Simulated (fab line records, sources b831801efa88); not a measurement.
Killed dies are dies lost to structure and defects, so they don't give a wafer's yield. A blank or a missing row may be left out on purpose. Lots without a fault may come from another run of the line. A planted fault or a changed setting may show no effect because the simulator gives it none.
fab line records | flow gf180mcu
record lots=5 wafers=15 last_day=33
route steps=602 shown M2@372 V2@382 M3@409 PASSIVATION@602
lots that met no fault: from a run of the same line without faults
start_h: hours from the record's first day to the start of the lot's first wafer shown | wait_h: hours since the lot's step before | " the same as in the row above | L1.1+2: a row that stands for several wafers | - no value, or no start given | * or withheld: withheld | < > ~ a bound
route shown NAME@n: a module of which the file shows steps, and the number in the route of the first | usual: mean/standard deviation of fault-free wafers | same: alike in all rows | chamber/n: place in a boat | sites: the reading at each site | _std_site: their standard deviation | _edge_site: outer sites' mean less inner sites' | radius_mm: how far each site lies from the wafer's centre | mask NAME#n: copy n | behind: the tool/chamber that last shaped the wafer | hold: why the lot was held/for how many hours/how that ended | device: the transistor (n, p or np) that didn't switch | end of line: the same wafers' tests at the end of the route | a step without rows: its recipe alone | killed: dies lost to structure and defects at the first sort, not the wafer's yield | map: a wafer's dies, x killed, . not, _ none there
set.NAME: the setting as run; set.NAME@STEP: as run at that earlier step | model.NAME: the simulator's own value behind a step, which no gauge read
lots at some steps of the route; a table a step, a row a wafer
services: from which hour (start_h, from the record's first day; less than 0 if before it) a tool's chamber was out of use, for how many hours, and why
## steps
# step GF_M2_SOFTBAKE_10
# recipe temp_c=130 time_s=60 resist=KrF
# step GF_M2_EXPOSE_11
# recipe mask_id=Metal2 target_cd_nm=280 na=0.68 source_shape=conventional sigma_outer=0.6 dose_mj=28
# step GF_M2_PEB_12
# recipe peb_temp_c=135 peb_time_s=90 resist=KrF
# step GF_M2_DEVELOP_13
# recipe develop_time_s=60 dev_temp_c=21
# step GF_M2_METAL_ETCH_16
# recipe chemistry=Cl2/BCl3 mask_material=KrF target_depth_nm=627.5 stop_on=SiO2 pressure_mtorr=8 icp_w=800 bias_w=140 Cl2_flow_sccm=80 bcl3_flow_sccm=40 time_s=104.6
# step GF_M2_STRIP_17
# recipe chemistry=O2/N2 power_w=1400 pressure_mtorr=1500 platen_temp_c=250 o2_flow_sccm=3000 n2_flow_sccm=300 overash_fraction=0.5
# step GF_M2_STRIP_18
# recipe chemistry=post_etch_residue_remover time_s=1200 temp_c=72.5
# step GF_M2_CLEAN_19
# recipe chemistry=DIW dry=n2_spin
# step GF_V2_CVD_00
# recipe material=SiO2 target_thk_nm=600 sigma_open_frac=0.3 temp_c=400 time_s=100 sih4_flow_sccm=60 pressure_mtorr=6
# step GF_V2_CVD_02
# recipe material=SiO2 target_thk_nm=850 precursor=TEOS temp_c=400 time_s=94.851 rf_w=600
# usual heater_power_w=578/72
# columns lot.wafer tool chamber start_h wait_h heater_power_w model.SiO2_of_V2_CVD_02.thk_nm
L816.3 pecvd-02 0 507.23 0.0 485 271.6
L816.4 " 2 " " 438 860.3
L816.5 " 1 " " 542 869.4
L817.1 pecvd-02 1 510.90 0.1 609 261.7
L817.2 " 2 " " 548 836.3
L817.4 " 1 " " 653 868
L818.1 pecvd-02 0 526.36 0.1 485 270.1
L818.3 " 2 " " 503 271.9
L818.4 " 1 " " 542 869.6
L825.4 pecvd-03 1 575.16 0.1 638 863.1
L825.5 " 2 " " 542 850.4
L825.6 " 0 " " 570 865
L827.1 pecvd-02 2 600.95 0.1 525 834
L827.2 " 0 " " 560 838.6
L827.4 " 2 " " 551 842.5
# step GF_V2_THK_MEAS_03
# recipe reads=SiO2_of_V2_CVD_02
# usual V2_CVD_02_THK=850/11
# columns lot.wafer tool chamber start_h wait_h hold V2_CVD_02_THK[nm]
L816.3 film_metro-04 - 507.32 0.1 await_dispo/0.2h/release 272
L816.4 " - " " await_dispo/0.2h/release 860
L816.5 " - " " await_dispo/0.2h/release 869
L816.3 film_metro-04 - 507.55 0.2 - 271
L816.4 " - " " - 860
L816.5 " - " " - 870
L817.1 film_metro-04 - 510.97 0.0 await_dispo/0.2h/release 262
L817.2 " - " " await_dispo/0.2h/release 836
L817.4 " - " " await_dispo/0.2h/release 867
L817.1 film_metro-04 - 511.19 0.2 - 262
L817.2 " - " " - 837
L817.4 " - " " - 867
L818.1 film_metro-01 - 526.43 0.0 await_dispo/0.2h/release 270
L818.3 " - " " await_dispo/0.2h/release 272
L818.4 " - " " await_dispo/0.2h/release 869
L818.1 film_metro-01 - 526.65 0.2 - 270
L818.3 " - " " - 272
L818.4 " - " " - 870
L825.4 film_metro-01 - 575.22 0.0 - 863
L825.5 " - " " - 851
L825.6 " - " " - 865
L827.1 film_metro-01 - 601.02 0.0 - 834
L827.2 " - " " - 839
L827.4 " - " " - 843
# step GF_V2_CMP_04
# recipe material=SiO2 down_force_psi=4 platen_rpm=60 pad_velocity_m_s=0.94248
# usual edge_zone_pressure_frac=0.999/0.0046 motor_current_A=12.3/0.99 retaining_ring_pressure_frac=1.001/0.0049 time_to_endpoint_s=82/5.1
# columns lot.wafer tool chamber start_h wait_h hold edge_zone_pressure_frac motor_current_A retaining_ring_pressure_frac time_to_endpoint_s
L816.3 cmp-02 2 509.81 2.3 await_dispo/2.2h/release 1.004 12.2 1.010 12
L816.4 " 3 " " await_dispo/2.2h/release 1.000 12.8 1.003 88
L816.5 " 3 " " await_dispo/2.2h/release 1.000 13.0 0.992 91
L817.4 cmp-01 1 519.62 8.4 await_dispo/7.8h/release 1.000 12.3 1.000 89
L817.1 " 2 " " await_dispo/7.8h/release 1.003 12.3 1.002 7
L817.2 " 3 " " await_dispo/7.8h/release 1.004 13.1 0.992 80
L818.4 cmp-02 0 544.36 17.7 await_dispo/6.8h/release 0.990 13.9 1.009 94
L818.1 " 1 " " await_dispo/6.8h/release 0.994 11.0 0.995 11
L818.3 " 3 " " await_dispo/6.8h/release 0.994 13.1 0.996 15
L825.4 cmp-02 3 575.40 0.2 - 1.002 13.1 1.007 89
L825.5 " 0 " " - 1.003 14.0 1.007 84
L825.6 " 1 " " - 0.993 10.4 1.001 87
L827.4 cmp-01 0 601.08 0.0 - 0.996 12.3 0.998 81
L827.1 " 2 " " - 0.998 11.2 1.000 73
L827.2 " 3 " " - 0.993 12.4 1.003 77
# step GF_V2_BOW_MEAS_05
# recipe mode=bow
# usual V2_BOW=101/7.6
# columns lot.wafer tool chamber start_h wait_h hold V2_BOW[um]
L816.3 film_metro-01 - 510.15 0.3 await_dispo/0.2h/release 91
L816.4 " - " " await_dispo/0.2h/release 113
L816.5 " - " " await_dispo/0.2h/release 110
L816.3 film_metro-01 - 510.44 0.3 - -
L816.4 " - " " - -
L816.5 " - " " - -
L817.1 film_metro-01 - 519.95 0.2 await_dispo/0.2h/release 93
L817.2 " - " " await_dispo/0.2h/release 111
L817.4 " - " " await_dispo/0.2h/release 105
L817.1 film_metro-01 - 520.24 0.3 - -
L817.2 " - " " - -
L817.4 " - " " - -
L818.1 film_metro-02 - 544.66 0.2 await_dispo/0.2h/release 82
L818.3 " - " " await_dispo/0.2h/release 76
L818.4 " - " " await_dispo/0.2h/release 104
L818.1 film_metro-02 - 545.09 0.4 - -
L818.3 " - " " - -
L818.4 " - " " - -
L825.4 film_metro-02 - 575.61 0.2 - 88
L825.5 " - " " - 100
L825.6 " - " " - 99
L827.1 film_metro-02 - 601.38 0.1 - 94
L827.2 " - " " - 103
L827.4 " - " " - 105
# step GF_V2_HMDS_07
# recipe prime_time_s=60 prime_temp_c=120
# step GF_V2_COAT_08
# recipe resist=BARC temp_c=withheld time_s=withheld spin_rpm=withheld resist_thk_nm=withheld
# step GF_V2_COAT_09
# recipe resist=KrF spin_rpm=withheld resist_thk_nm=1000
# step GF_V2_SOFTBAKE_10
# recipe temp_c=130 time_s=60 resist=KrF
# step GF_V2_EXPOSE_11
# recipe mask_id=Via2 target_cd_nm=260 na=0.68 source_shape=conventional sigma_outer=0.6 dose_mj=38
# step GF_V2_PEB_12
# recipe peb_temp_c=135 peb_time_s=90 resist=KrF
# step GF_V2_DEVELOP_13
# recipe develop_time_s=60 resist=KrF dev_temp_c=21
# step GF_V2_ETCH_16
# recipe chemistry=N2/H2 target_depth_a=withheld overetch_a=withheld time_s=withheld target=BARC ion_energy_ev=200 source_w=500 bias_w=100 pressure_mtorr=30 n2_flow_sccm=100 h2_flow_sccm=200
# step GF_V2_ETCH_17
# recipe chemistry=C4F8/O2/Ar mask_material=KrF target=SiO2 stop_on=TiN source_w=1500 bias_w=1200 pressure_mtorr=40 c4f8_flow_sccm=withheld O2_flow_sccm=6 Ar_flow_sccm=300 time_s=withheld target_depth_a=6300
# usual oes_product_au=0.856/0.0046
# columns lot.wafer tool chamber start_h wait_h oes_product_au model.V2.feature_depth_nm model.etch.depth_nm
L816.3 rie_diel-01 3 - - 0.583 271.6 271.6
L816.4 " 0 " " 0.853 634.4 634.4
L816.5 " 3 " " 0.858 634.3 634.3
L817.1 rie_diel-04 2 - - 0.584 261.7 261.7
L817.2 " 3 " " 0.858 633.5 633.5
L817.4 " 0 " " 0.855 632.9 632.9
L818.1 rie_diel-01 0 - - 0.582 270.1 270.1
L818.3 " 3 " " 0.583 271.9 271.9
L818.4 " 1 " " 0.857 632.3 632.3
L825.4 rie_diel-03 0 - - 0.852 632.5 632.5
L825.5 " 2 " " 0.853 631.7 631.7
L825.6 " 1 " " 0.852 631 631
L827.1 rie_diel-04 2 - - 0.855 632.2 632.2
L827.2 " 1 " " 0.866 632.2 632.2
L827.4 " 1 " " 0.856 632.5 632.5
# step GF_V2_STRIP_18
# recipe chemistry=O2/N2 power_w=1400 pressure_mtorr=1500 platen_temp_c=250 o2_flow_sccm=3000 n2_flow_sccm=300 overash_fraction=0.5
# step GF_V2_STRIP_19
# recipe chemistry=post_etch_residue_remover time_s=1200 temp_c=72.5
# step GF_V2_CLEAN_20
# recipe chemistry=DIW dry=n2_spin
# step GF_V2_SPUTTER_21
# recipe material=Ti target_thk_nm=15 chamber_pressure_pa=5 power_w=2500 substrate_temp_c=200 time_s=80.02
# step GF_V2_SPUTTER_22
# recipe material=TiN target_thk_nm=10 chamber_pressure_pa=5 power_w=4000 time_s=40
# step GF_V2_CVD_23
# recipe material=W target_thk_nm=350 time_s=104.94 temp_c=400 pressure_torr=40
# step GF_V2_CMP_26
# recipe stop_on=SiO2 down_force_psi=3.5 platen_rpm=60 t_overpolish_s=15 target_thk_nm=0 pad_velocity_m_s=0.94248
# usual edge_zone_pressure_frac=1.001/0.0052 motor_current_A=11.4/0.84 overpolish_run_s=15.000/0.0094 retaining_ring_pressure_frac=1.001/0.0052 time_to_endpoint_s=85/3.3
# columns lot.wafer tool chamber start_h wait_h edge_zone_pressure_frac motor_current_A overpolish_run_s retaining_ring_pressure_frac time_to_endpoint_s model.SiO2_of_V2_CVD_02.thk_nm
L816.4 cmp-01 2 531.87 0.1 0.997 11.0 15.001 1.006 84 630.6
L816.3 " 0 " " 1.002 10.9 15.000 1.005 85 267.8
L816.5 " 1 " " 1.000 11.5 14.999 1.002 81 630.5
L817.2 cmp-01 3 535.69 0.0 1.003 12.2 15.000 1.008 89 629.7
L817.1 " 1 " " 0.990 11.4 15.004 1.000 84 257.9
L817.4 " 2 " " 0.998 11.1 14.998 0.999 84 629.2
L818.4 cmp-02 2 550.58 0.0 1.001 11.8 14.995 0.993 87 628.6
L818.1 " 3 " " 1.007 11.7 15.011 1.000 89 266.3
L818.3 " 1 " " 1.003 9.6 15.004 0.995 87 268.2
L825.4 cmp-02 3 598.26 0.0 1.006 12.1 15.009 1.006 84 628.7
L825.5 " 3 " " 0.997 12.0 15.020 0.999 85 627.9
L825.6 " 0 " " 1.002 12.7 14.990 1.006 82 627.3
L827.4 cmp-02 1 624.25 0.0 1.004 9.9 15.012 1.006 84 628.7
L827.2 " 3 " " 1.002 11.5 15.005 1.006 87 628.4
L827.1 " 0 " " 0.999 13.1 14.995 1.006 85 628.4
# step GF_M3_SPUTTER_00
# recipe material=Ti target_thk_nm=37.5 arriving_ion_energy_ev=80 substrate_temp_c=200 chamber_pressure_pa=2 power_w=4000 time_s=150
# step GF_PASSIVATION_PROBE_99
# columns lot.wafer tool chamber start_h wait_h model.etest.met3_comb.leak_log10_a_um model.etest.via2_chain.rc_ohm
L816.3 prober-01 - 727.38 0.2 -7.134 5.41
L816.4 prober-01 - 727.43 0.2 -11.92 6.465
L816.5 prober-01 - 727.48 0.2 -12.1 6.344
L817.1 prober-02 - 729.73 0.1 -7.126 5.521
L817.2 prober-02 - 729.78 0.1 -12.1 6.606
L817.4 prober-02 - 729.88 0.2 -12 6.37
L818.1 prober-01 - 743.42 0.1 -7.252 5.324
L818.3 prober-01 - 743.52 0.2 -7.14 5.306
L818.4 prober-01 - 743.57 0.2 -11.92 6.355
L825.4 prober-01 - 778.32 0.2 -10.7 6.469
L825.5 prober-01 - 778.37 0.2 -12.04 6.409
L825.6 prober-01 - 778.42 0.2 -10.69 5.935
L827.1 prober-01 - 797.87 0.1 -11.8 6.205
L827.2 prober-01 - 797.92 0.1 -12.01 6.223
L827.4 prober-01 - 798.02 0.2 -12.16 6.532
# killed by level:class
L825.4 CONTACT:geometric_particle:open=8 V5:geometric_particle:open=6 STI:geometric_particle:open=3 V1:geometric_particle:open=3 V2:geometric_particle:open=3 V2:geometric_particle:short=3 V3:geometric_particle:open=3 V4:geometric_particle:open=3
L825.5 V1:geometric_particle:open=9 V5:geometric_particle:open=6 CONTACT:geometric_particle:open=5 STI:geometric_particle:short=4 V3:geometric_particle:open=4 V4:geometric_particle:open=4 M5:geometric_particle:short=4 STI:geometric_particle:open=3
L825.6 V4:geometric_particle:open=5 V5:geometric_particle:open=5 STI:geometric_particle:short=3 CONTACT:geometric_particle:open=3 CONTACT:geometric_particle:short=3 STI:geometric_particle:open=2 V3:geometric_particle:short=2 V3:geometric_particle:open=2
L827.1 V4:geometric_particle:open=5 STI:geometric_particle:short=4 CONTACT:geometric_particle:open=4 V1:geometric_particle:open=4 V2:geometric_particle:open=4 V3:geometric_particle:short=4 CONTACT:geometric_particle:short=3 V1:geometric_particle:short=3
L827.2 V1:geometric_particle:open=6 V2:geometric_particle:open=5 V3:geometric_particle:open=5 V4:geometric_particle:open=4 V5:geometric_particle:short=4 CONTACT:geometric_particle:open=3 M5:geometric_particle:short=3 POLY_GATE:geometric_particle:open=2
L827.4 V1:geometric_particle:open=6 V4:geometric_particle:open=6 V2:geometric_particle:open=5 V3:geometric_particle:open=5 STI:geometric_particle:short=4 STI:geometric_particle:open=4 CONTACT:geometric_particle:open=3 V3:geometric_particle:short=3
## services
# columns tool chamber start_h hours kind
pecvd-03 2 483.25 27.4 repair
rie_diel-04 2 494.95 8.2 repair
rie_diel-01 1 509.14 1.4 repair
cmp-01 - 514.81 0.7 repair
cmp-02 - 518.05 3.9 pm
rie_diel-03 2 523.41 5.4 repair
rie_diel-03 3 547.67 10.3 repair
cmp-01 - 565.60 3.7 repair
rie_diel-03 0 571.16 4.9 repair
cmp-01 - 572.00 4.0 pm
cmp-01 - 576.00 - consumable_replace:conditioner
cmp-01 - 576.00 - consumable_replace:pad
cmp-02 - 579.23 4.8 pm
pecvd-03 - 591.12 14.0 pm
pecvd-03 0 591.12 14.0 vent_cycle
pecvd-03 1 591.12 14.0 vent_cycle
pecvd-03 2 591.12 14.0 vent_cycle
rie_diel-03 3 596.04 15.0 repair
rie_diel-01 1 602.65 10.3 repair
cmp-02 - 605.69 1.0 repair
cmp-02 - 606.51 0.2 repair
cmp-01 - 609.89 3.6 repair
rie_diel-04 3 622.18 10.5 repair
cmp-01 - 623.89 3.5 repair
## key
first_sign step=GF_V2_THK_MEAS_03 reading=visit direction=added
effect step=GF_V2_THK_MEAS_03 reading=V2_CVD_02_THK direction=down sigmas=54 usual=850 struck=269
effect step=GF_V2_CMP_04 reading=time_to_endpoint_s direction=down sigmas=14 usual=* struck=*
effect step=GF_V2_BOW_MEAS_05 reading=visit direction=added
effect step=GF_V2_ETCH_17 reading=oes_product_au direction=down sigmas=59 usual=0.856 struck=0.583
model_effect step=GF_V2_CVD_02 value=SiO2_of_V2_CVD_02.thk_nm without=849.3 struck=268.8
model_effect step=GF_V2_ETCH_17 value=V2.feature_depth_nm without=633.8 struck=268.8
model_effect step=GF_V2_CMP_26 value=SiO2_of_V2_CVD_02.thk_nm without=630 struck=265
model_effect step=GF_PASSIVATION_PROBE_99 value=etest.met3_comb.leak_log10_a_um without=-12.01 struck=-7.163
met_at GF_V2_CVD_02
struck_wafers L816.3,L817.1,L818.1,L818.3
sort_left_out L816.3,L817.1,L818.1,L818.3
fault kind=process_parameter_drift tool=pecvd-02 chamber=- onset_h=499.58 steps=GF_V2_CVD_02 channel=target_thk_nm offset=-584.92 shape=step end_h=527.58 scope=struck_wafers_only acts_in=these_recipes_only stated=850
# sort_left_out: the simulated sort isn't trusted on such a fault, so these wafers' sort isn't shown, and their yield isn't known
